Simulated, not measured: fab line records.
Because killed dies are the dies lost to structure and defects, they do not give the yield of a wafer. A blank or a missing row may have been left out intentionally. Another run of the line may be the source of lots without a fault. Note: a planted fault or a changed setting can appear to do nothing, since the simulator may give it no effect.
Struck lot and sound lot, side by side / flow sky130 / 24 out of 708 route steps
Sound: the wafers L721.1, L721.2, L721.4. Struck: wafers L718.5, L718.6. The cause is given at the end.
Per side, at each step with rows, come the tool, then ch with its chambers, and then its first start. Under that, the readings that differ: sound wafers / struck wafers / difference of the means / sigmas: that difference in standard deviations of wafers without a fault.
alike: a reading whose means differ by less than 2 such deviations, as well as words and numbers matching on both sides. not compared: withheld readings; readings where some wafer has no value; bounds like >300 that might hide an equal value; numbers whose values overlap and for which the record gives no deviation.
The two part at a step that has a row with sigmas, a row that says differs or no value, or rows on one side only. Numbers that have no deviation but don't overlap get no sigmas and don't part them. A reading missing from all wafers of one side parts the sides only when that side holds two or more wafers.

first, 6 steps without rows for these wafers: SKY_PWDE_HMDS_01 (prime time 60 s); SKY_PWDE_COAT_02 (resist thk 3000 nm); SKY_PWDE_SOFTBAKE_03; SKY_PWDE_EXPOSE_04 (exposes mask PWDEM, target cd 840 nm); SKY_PWDE_PEB_05; SKY_PWDE_DEVELOP_06 (develop time 60 s).
SKY_PWDE_OVL_MEAS_07:
  sound on overlay-01, day 7 02:44; struck on overlay-02, day 6 10:01
  alike: PWDE_OVL
then, 1 step without rows for these wafers: SKY_PWDE_IMPLANT_08.
SKY_PWDE_STRIP_09: strips in O2/N2.
  sound on plasma-asher-03 ch 0,1, day 7 02:55; struck on plasma-asher-01 ch 0,1, day 6 10:15
  alike: drypump-motor-current-A, oes-product-au, strip-time-to-endpoint-s
  not compared: rf-hours-counter-h
SKY_PWDE_TW_MEAS_10:
  sound on film-metro-01, day 7 03:01; struck on film-metro-03, day 6 10:19
  alike: PWDE_TW
then, 2 steps without rows for these wafers: SKY_NWELL_DEHYDRATE_03 (time 60 s); SKY_NWELL_HMDS_04 (prime time 60 s).
SKY_NWELL_COAT_05: resist thk 3000 nm.
  sound on litho-track-04 ch 0, day 7 12:53; struck on litho-track-03 ch 0, day 6 19:13
reading=model.coat_of_NWELL_COAT_05.thk-nm (nm); sound=2990 3002 3000; struck=1703 1696; difference=-1298; sigmas=
then, 3 steps without rows for these wafers: SKY_NWELL_SOFTBAKE_06; SKY_NWELL_EXPOSE_07 (exposes mask NWM, target cd 840 nm); SKY_NWELL_PEB_08.
SKY_NWELL_DEVELOP_09: develop time 60 s.
  sound: litho-track-02 ch 0; struck: litho-track-03 ch 0
reading=model.coat_of_NWELL_COAT_05.thk-nm (nm); sound=2986 2998 2996; struck=1699 1692; difference=-1298; sigmas=
SKY_NWELL_OVL_MEAS_10:
  sound on overlay-01, day 7 23:09; struck on overlay-02, day 7 06:05
  alike: NWELL_00_OVL
then, 3 steps without rows for these wafers: SKY_NWELL_IMPLANT_11; SKY_NWELL_IMPLANT_12; SKY_NWELL_IMPLANT_13.
SKY_NWELL_STRIP_14: strips in O2/N2.
  sound on plasma-asher-01 ch 0,1, day 7 23:38; struck on plasma-asher-04 ch 0,1, day 7 06:37
reading=strip-time-to-endpoint-s (s); sound=36.79 36.96 36.91; struck=21.86 21.75; difference=-15.08; sigmas=-99 or more
  alike: drypump-motor-current-A, oes-product-au
  not compared: rf-hours-counter-h
SKY_NWELL_TW_MEAS_15:
  sound on film-metro-01, day 7 23:44; struck on film-metro-01, day 7 06:41
  alike: NWELL_TW
-- the record jumps here: 43 days lie between the struck wafers' starts before and after (it left off in module NWELL and takes up again in module PAD_OPEN, whose first step shown is number 708 of the route) --
SKY_PAD_OPEN_PROBE_99:
  sound on prober-02, day 50 13:37; struck on prober-01, day 49 23:17
reading=model.etest.nfet_16v.r-on-ohm-um; sound=1.4e+04 1.4e+04 1.404e+04; struck=1.361e+04 1.35e+04; difference=-4.583e+02; sigmas=
reading=model.etest.res-nwell.line-ohm-um; sound=1181 1192 1192; struck=1022 1029; difference=-163; sigmas=
reading=model.etest.res-nwell.width-nm (nm); sound=859.8 863.6 858.2; struck=934 942.2; difference=+78; sigmas=
reading=model.etest.res-iso-pwell.width-nm (nm); sound=2622 2623 2620; struck=2590 2595; difference=-29; sigmas=
reading=model.etest.pfet_16v.drive-ua-um; sound=235.7 235.6 235.2; struck=226.3 229.6; difference=-7.6; sigmas=
reading=model.etest.iso-nwell-nwell.leak-log10-a-um; sound=-13.52 -13.52 -13.5; struck=-13.13 -13.4; difference=+0.25; sigmas=
  alike: killed_at_M0_to_M3, killed_at_M4_up, killed-at-contacts, killed-at-front-end, killed-at-other, killed-dies, killed-open, killed-short
  not compared: model.etest.pfet_16v.r-on-ohm-um

== WHERE THEY PART ==
Only at SKY_NWELL_STRIP_14, within this record. Later steps at which nothing parts them and some readings are alike: SKY_NWELL_TW_MEAS_15, SKY_PAD_OPEN_PROBE_99.

WHY: what had been put in by the simulator
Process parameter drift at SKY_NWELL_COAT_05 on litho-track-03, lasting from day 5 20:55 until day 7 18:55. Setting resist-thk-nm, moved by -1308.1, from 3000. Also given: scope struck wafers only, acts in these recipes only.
